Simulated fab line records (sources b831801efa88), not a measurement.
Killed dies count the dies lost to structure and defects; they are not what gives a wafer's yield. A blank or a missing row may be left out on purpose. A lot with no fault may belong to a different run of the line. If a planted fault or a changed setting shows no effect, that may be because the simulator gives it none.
Matching of chambers | flow gf180mcu | GF_V3_ETCH_16 on rie-diel-03 has 4 sister chambers
The step etches BARC in N2/H2. 8 wafers are shown with their chamber, then 7 later ones without.

== WAFERS, EACH WITH ITS CHAMBER ==
wafer  | chamber | drypump-motor-current-A (A) | rf-fwd-power-W (W)
L248.1 | 1       | 4.7                         | 494.5
L250.5 | 1       | 4.7                         | 494.0
L251.3 | 0       | 5.5                         | 493.5
L252.1 | 2       | 5.6                         | 498.5
L252.3 | 0       | 5.5                         | 493.1
L252.5 | 3       | 5.2                         | 492.6
L262.1 | 2       | 5.6                         | 495.5
L262.3 | 3       | 5.3                         | 495.7

== WAFERS WHOSE CHAMBER IS MISSING ==
wafer  | drypump-motor-current-A (A) | rf-fwd-power-W (W)
L262.4 | 4.7                         | 494.2
L269.1 | 5.5                         | 490.0
L269.2 | 5.2                         | 494.6
L269.3 | 5.6                         | 498.5
L271.2 | 5.2                         | 493.9
L271.4 | 5.6                         | 497.4
L271.6 | 5.6                         | 499.1

== WHICH CHAMBER EACH ONE RAN IN ==
wafer  | from the rows above | in truth
L262.4 | 1                   | 1
L269.1 | 0                   | 0
L269.2 | 3                   | 3
L269.3 | 2                   | 2
L271.2 | 3                   | 3
L271.4 | 2                   | 2
L271.6 | 2                   | 2
7 of 7 placed correctly. Can't be placed from these rows: 0. Placed wrongly: 0.
How it was worked out, from the rows above alone: a wafer's distance from a chamber is the root of the sum, over the readings, of the square of ((its reading less the chamber's mean) divided by the reading's scatter). If the next closest chamber is less than 2 further off than the closest, the wafer can't be placed; otherwise it belongs to the closest. A chamber's mean is the mean of its shown wafers. The scatter is the square root of a quotient: the sum, over the shown wafers, of each reading's squared deviation from its chamber's mean, divided by wafers minus chambers.
